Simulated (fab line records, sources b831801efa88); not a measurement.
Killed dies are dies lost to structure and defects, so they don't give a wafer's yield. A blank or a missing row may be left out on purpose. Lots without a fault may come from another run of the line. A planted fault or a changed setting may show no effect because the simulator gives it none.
Chamber matching | flow sky130 | SKY_POLY_GATE_ETCH_16 on rie_diel-04: 4 sister chambers
The step etches Si3N4 in CH3F/O2, stops on poly-Si, time 147.5 s, target depth 75 nm. 8 wafers are shown with their chamber, then 9 later ones without.

WAFERS WITH THEIR CHAMBER
wafer  | chamber | drypump_motor_current_A (A) | throttle_valve_pct (%)
L083.1 | 0       | 5.7                         | 10.540
L083.2 | 1       | 5.7                         | 10.521
L085.1 | 0       | 5.8                         | 10.535
L085.4 | 2       | 6.0                         | 10.545
L085.5 | 3       | 5.5                         | 10.530
L087.1 | 2       | 6.0                         | 10.538
L087.3 | 3       | 5.5                         | 10.541
L087.5 | 1       | 5.7                         | 10.537

WAFERS WITHOUT THEIR CHAMBER
wafer  | drypump_motor_current_A (A) | throttle_valve_pct (%)
L089.1 | 5.7                         | 10.533
L089.4 | 5.8                         | 10.541
L089.5 | 6.0                         | 10.544
L090.1 | 5.7                         | 10.525
L090.4 | 5.7                         | 10.539
L090.5 | 5.5                         | 10.556
L094.3 | 5.7                         | 10.541
L094.4 | 6.0                         | 10.530
L094.6 | 5.5                         | 10.552

WHICH CHAMBER EACH WENT THROUGH
wafer  | from the rows above     | in truth
L089.1 | can't be placed: 1 or 0 | 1
L089.4 | can't be placed: 0 or 1 | 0
L089.5 | 2                       | 2
L090.1 | can't be placed: 1 or 0 | 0
L090.4 | can't be placed: 1 or 0 | 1
L090.5 | 3                       | 3
L094.3 | can't be placed: 0 or 1 | 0
L094.4 | 2                       | 2
L094.6 | 3                       | 3
Placed correctly: 4 of 9. Can't be placed from these rows: 5 (the true chamber is among the candidates in 5). Placed wrongly: 0.
How it was worked out, from the rows above alone: a wafer's distance from a chamber is the root of the sum, over the readings, of the square of ((its reading less the chamber's mean) divided by the reading's scatter). The wafer belongs to the nearest chamber; if the next one is less than 2 further off, it can't be placed. A chamber's mean is the mean of its shown wafers. The scatter: the root of (the sum of the squares of (reading less its chamber's mean) over the shown wafers, divided by (wafers less chambers)).
